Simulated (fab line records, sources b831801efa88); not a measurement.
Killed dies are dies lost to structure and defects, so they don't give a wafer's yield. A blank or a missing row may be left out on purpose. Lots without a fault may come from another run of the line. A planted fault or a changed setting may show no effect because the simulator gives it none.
A struck lot beside a sound one | flow sfq_line | 42 steps out of a route of 325
Sound: wafers L678.1, L678.2, L678.6. Struck: wafer L679.4. (L679.5, L679.6 of the same lot were not struck and are left out.) The cause comes at the end.
At each step with rows: each side's tool, then ch and its chambers, then its first start. Under that, the readings that differ: sound wafers | struck wafers | difference of the means | sigmas: that difference in standard deviations of wafers without a fault.
alike: readings whose means differ by less than 2 such deviations, and words and numbers that are the same on both sides. not compared: withheld readings, readings that some wafer has no value for, bounds like >300 that may hide the same value, and numbers for which the record gives no deviation and whose values overlap.
The two part at a step that has a row with sigmas, a row that says differs or no value, or rows on one side only. Numbers that don't overlap but have no deviation are shown without sigmas and don't part them. A reading that every wafer of one side lacks parts them only if that side has two wafers or more.

first, 6 steps without rows for these wafers: SFQ_TRILAYER_I0_VIA_LITHO_COAT_036 (resist thk 62 nm); SFQ_TRILAYER_I0_VIA_LITHO_COAT_031 (resist thk 650 nm); SFQ_TRILAYER_I0_VIA_LITHO_SOFTBAKE_035; SFQ_TRILAYER_I0_VIA_LITHO_EXPOSE_032 (exposes mask I0, target cd 500 nm); SFQ_TRILAYER_I0_VIA_LITHO_PEB_034 (peb time 60 s); SFQ_TRILAYER_I0_VIA_LITHO_DEVELOP_033 (time 60 s).
SFQ_I0_OVL_MEAS_908:
  sound on overlay-01, day 12 08:17; struck on overlay-01, day 12 09:30
  alike: I0_OVL
then, 2 steps without rows for these wafers: SFQ_TRILAYER_I0_VIA_BARC_OPEN_VIA_ETCH_046 (etches BARC in O2, target depth 125 nm, time 41.7 s); SFQ_TRILAYER_I0_VIA_ETCH_VIA_ETCH_034 (etches SiO2 in CHF3, stops on Nb, target depth 260 nm).
SFQ_TRILAYER_I0_VIA_STRIP_STRIP_035: strips in O2.
  sound on rie_metal-01 ch 0,1, day 12 08:28; struck on rie_metal-04 ch 0, day 12 10:16
  reading               | sound             | struck | difference | sigmas
  oes_product_au (a.u.) | 0.989 0.991 0.998 | 1.015  | +0.022     | +2
  alike: drypump_motor_current_A
  not compared: rf_hours_counter_h
then, 2 steps without rows for these wafers: SFQ_TRILAYER_I0_VIA_STRIP_SOLV_CLEAN_036 (cleans in NMP, time 600 s); SFQ_TRILAYER_M1_DEP_PRE_CLEAN_038 (time 22.5 s).
SFQ_TRILAYER_M1_DEP_SPUTTER_037: material Nb, target thk 200 nm, time 133.3 s.
  sound on pvd_sputter-04, day 12 09:17; struck on pvd_sputter-03, day 12 11:05
  reading                                             | sound             | struck | difference | sigmas
  model.Nb_of_TRILAYER_M1_DEP_SPUTTER_037.thk_nm (nm) | 202.9 203.9 201.9 | 166.7  | -36.2      |
  alike: throttle_valve_pct
SFQ_M1_RS_MEAS_909: measures by four-point-probe.
  sound on film_metro-01, day 12 09:22; struck on film_metro-02, day 12 11:14
  reading           | sound             | struck | difference | sigmas
  M1_NB_RS (ohm/sq) | 0.878 0.873 0.883 | 1.069  | +0.191     | +20
then, 6 steps without rows for these wafers: SFQ_TRILAYER_M1_LITHO_COAT_044 (resist thk 62 nm); SFQ_TRILAYER_M1_LITHO_COAT_039 (resist thk 600 nm); SFQ_TRILAYER_M1_LITHO_SOFTBAKE_043; SFQ_TRILAYER_M1_LITHO_EXPOSE_040 (exposes mask M1, target cd 500 nm); SFQ_TRILAYER_M1_LITHO_PEB_042 (peb time 60 s); SFQ_TRILAYER_M1_LITHO_DEVELOP_041 (time 60 s).
-- the record jumps here: 3 days lie between the struck wafers' starts before and after --
SFQ_M1_OVL_MEAS_911:
  sound on overlay-02, day 15 05:58; struck on overlay-01, day 15 08:23
  alike: M1_OVL
then, 1 step without rows for these wafers: SFQ_TRILAYER_M1_BARC_OPEN_METAL_ETCH_054 (etches BARC in O2, target depth 125 nm, time 41.7 s).
SFQ_TRILAYER_M1_ETCH_METAL_ETCH_042: etches Nb in Cl2/Ar, stops on SiO2, target depth 240 nm, time 120 s.
  sound on rie_metal-02 ch 0,1, day 15 06:04; struck on rie_metal-02 ch 1, day 15 08:31
  reading               | sound             | struck | difference | sigmas
  oes_product_au (a.u.) | 0.907 0.905 0.907 | 0.801  | -0.105     | -15
  alike: drypump_motor_current_A
  not compared: rf_hours_counter_h
then, 2 steps without rows for these wafers: SFQ_TRILAYER_M1_STRIP_STRIP_043 (strips in O2); SFQ_TRILAYER_M1_STRIP_SOLV_CLEAN_044 (cleans in NMP, time 600 s).
SFQ_TRILAYER_I1_DEP_PECVD_045: deposits SiO2 from SiH4/N2O, time 111.11 s, target thk 500 nm.
  sound on pecvd-04 ch 1,2, day 15 07:08; struck on pecvd-01 ch 1, day 15 09:35
  alike: heater_power_w, throttle_valve_pct
  not compared: since_wet_clean_h
SFQ_TRILAYER_I1_CMP_CMP_046: polishes SiO2.
  sound on cmp-01 ch 0,2,3, day 15 10:55; struck on cmp-01 ch 2, day 15 13:25
  alike: motor_current_A, time_to_endpoint_s
SFQ_I1_BOW_MEAS_912:
  sound on film_metro-04, day 15 12:55; struck on film_metro-04, day 15 15:59
  alike: I1_BOW
then, 7 steps without rows for these wafers: SFQ_TRILAYER_I1_METRO_MEASURE_047; SFQ_TRILAYER_I1_VIA_LITHO_COAT_054 (resist thk 62 nm); SFQ_TRILAYER_I1_VIA_LITHO_COAT_049 (resist thk 650 nm); SFQ_TRILAYER_I1_VIA_LITHO_SOFTBAKE_053; SFQ_TRILAYER_I1_VIA_LITHO_EXPOSE_050 (exposes mask I1, target cd 500 nm); SFQ_TRILAYER_I1_VIA_LITHO_PEB_052 (peb time 60 s); SFQ_TRILAYER_I1_VIA_LITHO_DEVELOP_051 (time 60 s).
-- the record jumps here: 4 days lie between the struck wafers' starts before and after --
SFQ_I1_OVL_MEAS_913:
  sound on overlay-02, day 19 08:01; struck on overlay-01, day 19 11:37
  alike: I1_OVL
SFQ_TRILAYER_I1_VIA_BARC_OPEN_VIA_ETCH_071: etches BARC in O2, target depth 125 nm, time 41.7 s.
  sound on rie_diel-04 ch 0,1, day 19 08:02; struck on rie_diel-03 ch 0, day 19 11:38
  alike: drypump_motor_current_A, oes_product_au
  not compared: rf_hours_counter_h
then, 1 step without rows for these wafers: SFQ_TRILAYER_I1_VIA_ETCH_VIA_ETCH_052 (etches SiO2 in CHF3, stops on Nb, target depth 260 nm).
SFQ_TRILAYER_I1_VIA_STRIP_STRIP_053: strips in O2.
  sound on rie_metal-02 ch 0,1, day 19 08:12; struck on rie_metal-01 ch 0, day 19 12:00
  alike: drypump_motor_current_A, oes_product_au
  not compared: rf_hours_counter_h
then, 2 steps without rows for these wafers: SFQ_TRILAYER_I1_VIA_STRIP_SOLV_CLEAN_054 (cleans in NMP, time 600 s); SFQ_TRILAYER_M2_DEP_PRE_CLEAN_056 (time 22.5 s).
-- the record jumps here: 54 days lie between the struck wafers' starts before and after --
SFQ_M8_BOW_MEAS_951:
  sound on film_metro-04, day 73 02:38; struck on film_metro-03, day 73 03:58
  reading                 | sound                | struck | difference | sigmas
  model.etest.m1.ohm_um   | 1.756 1.747 1.768    | 2.143  | +0.386     |
  model.etest.i0.link_ohm | 1.952 1.947 1.953    | 2.169  | +0.218     |
  model.etest.m1.ohm_sq   | 0.8757 0.8714 0.8802 | 1.066  | +0.190     |
  model.etest.i1.link_ohm | 1.956 1.955 1.964    | 2.145  | +0.187     |
  alike: M8_BOW

WHERE THEY PART
First at SFQ_TRILAYER_I0_VIA_STRIP_STRIP_035; last, within this record, at SFQ_TRILAYER_M1_ETCH_METAL_ETCH_042. Later steps at which nothing parts them and some readings are alike: SFQ_TRILAYER_I1_DEP_PECVD_045, SFQ_TRILAYER_I1_CMP_CMP_046, SFQ_I1_BOW_MEAS_912, SFQ_I1_OVL_MEAS_913, SFQ_TRILAYER_I1_VIA_BARC_OPEN_VIA_ETCH_071, SFQ_TRILAYER_I1_VIA_STRIP_STRIP_053, SFQ_M8_BOW_MEAS_951.

WHY: what the simulator had put in
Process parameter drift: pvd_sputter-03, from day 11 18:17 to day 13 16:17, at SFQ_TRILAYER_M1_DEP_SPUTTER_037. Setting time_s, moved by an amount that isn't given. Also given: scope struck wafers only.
